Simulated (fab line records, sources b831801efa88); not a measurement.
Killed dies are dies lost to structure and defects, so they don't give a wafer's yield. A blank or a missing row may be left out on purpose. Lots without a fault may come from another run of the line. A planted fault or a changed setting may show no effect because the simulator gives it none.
Which tool did it? | flow gf180mcu | 6 lots, 18 wafers sampled, at 2 steps of a route of 602

WHAT THE GAUGES READ, wafer by wafer
GF_VT_IMPLANT_OVL_MEAS_07.
lot  | measured     | on         | VT_IMPLANT_OVL (nm)
L238 | day 6 02:59  | overlay-01 | -1.5 -0.3 -0.8
L244 | day 7 14:54  | overlay-01 | - - -
L250 | day 9 06:05  | overlay-01 | -1.6 -3.7 -2.2
L252 | day 9 16:42  | overlay-01 | -1.5 -1.2 0.4
L255 | day 10 14:21 | overlay-01 | -2.5 -2.3 -1.5
L258 | day 11 05:20 | overlay-02 | -0.5 -1.0 -0.9

WHICH TOOL RAN EACH LOT (tool, then ch and the chambers of the sampled wafers, then the start)
lot  | GF_VT_IMPLANT_EXPOSE_04
L238 | iline_stepper-01 ch 0, day 5 19:36
L244 | iline_stepper-01 ch 0, day 7 07:15
L250 | iline_stepper-01 ch 0, day 8 22:10
L252 | iline_stepper-02 ch 0, day 9 08:28
L255 | iline_stepper-02 ch 0, day 10 05:56
L258 | iline_stepper-01 ch 0, day 10 19:57
- GF_VT_IMPLANT_EXPOSE_04: exposes mask LVPWELL LV AREA, target cd 600 nm.

THE ANSWER, worked out from the rows above alone
Rule: what is usual is taken from the lots themselves. Put in order of their means at a reading, lots are off if they are a third of the lots or fewer, leave a main group of 4 or more, and stand apart from it by a gap of 3 or more times the standard deviation of the main group's means; of several such gaps the widest counts. A main group whose means are all the same, to the digits that the tables above print for the reading, isn't used. A lot without any number at a reading at which 4 lots or more have one is off too. The other lots that the step has rows for count as sound.
Off: L244, at GF_VT_IMPLANT_OVL_MEAS_07 (VT_IMPLANT_OVL). Without a number there: L244. The main group: mean -1.4 nm, standard deviation 0.74.
A tool fits if, at a process step before that reading, it ran every lot that is off, and no sound lot after the first of them. The gauges at GF_VT_IMPLANT_OVL_MEAS_07 are tried like those tools. None of those tried fits.

WHAT THE SIMULATOR HAD PUT IN
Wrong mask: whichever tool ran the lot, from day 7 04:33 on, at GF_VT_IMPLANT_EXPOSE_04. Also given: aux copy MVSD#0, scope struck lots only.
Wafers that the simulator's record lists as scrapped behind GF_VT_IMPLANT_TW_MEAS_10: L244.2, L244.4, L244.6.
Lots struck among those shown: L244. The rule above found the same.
